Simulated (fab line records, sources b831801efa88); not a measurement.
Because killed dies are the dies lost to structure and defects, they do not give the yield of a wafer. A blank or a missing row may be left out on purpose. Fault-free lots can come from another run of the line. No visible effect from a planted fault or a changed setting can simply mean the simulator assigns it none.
Matching of chambers ; flow gf180mcu ; pecvd-02 running GF_V3_CVD_02: 3 sister chambers
The step deposits SiO2 from TEOS, target thk 850 nm, time 94.851 s. 3 wafers are shown with their chamber, then 7 later ones without.

EACH WAFER AND ITS CHAMBER
wafer;chamber;heater power w (W)
L091.3;0;781
L093.6;1;606
L094.4;2;559

WAFERS MISSING THEIR CHAMBER
wafer;heater power w (W)
L094.5;573
L096.1;773
L096.2;600
L096.3;598
L096.4;637
L096.5;467
L096.6;628

CHAMBER TAKEN BY EACH
wafer;from the rows above;in truth
L094.5;can't be placed: 2 or 1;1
L096.1;0;0
L096.2;can't be placed: 1 or 2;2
L096.3;can't be placed: 1 or 2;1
L096.4;can't be placed: 1 or 2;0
L096.5;can't be placed: 2 or 1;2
L096.6;can't be placed: 1 or 2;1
1 of 7 placed correctly. Not placeable from these rows: 6 (in 5, the candidates include the true chamber). Placed wrongly: 0.
How it was worked out, from the rows above alone: a wafer's distance from a chamber is the root of the sum, over the readings, of the square of ((its reading less the chamber's mean) divided by the reading's scatter). The wafer belongs to the nearest chamber; if the next one is less than 2 further off, it can't be placed. The mean given for a chamber averages the wafers shown for that chamber. The scatter: with one shown wafer a chamber, the root of the mean of the squares of how far each hidden wafer lies from its nearest shown one.
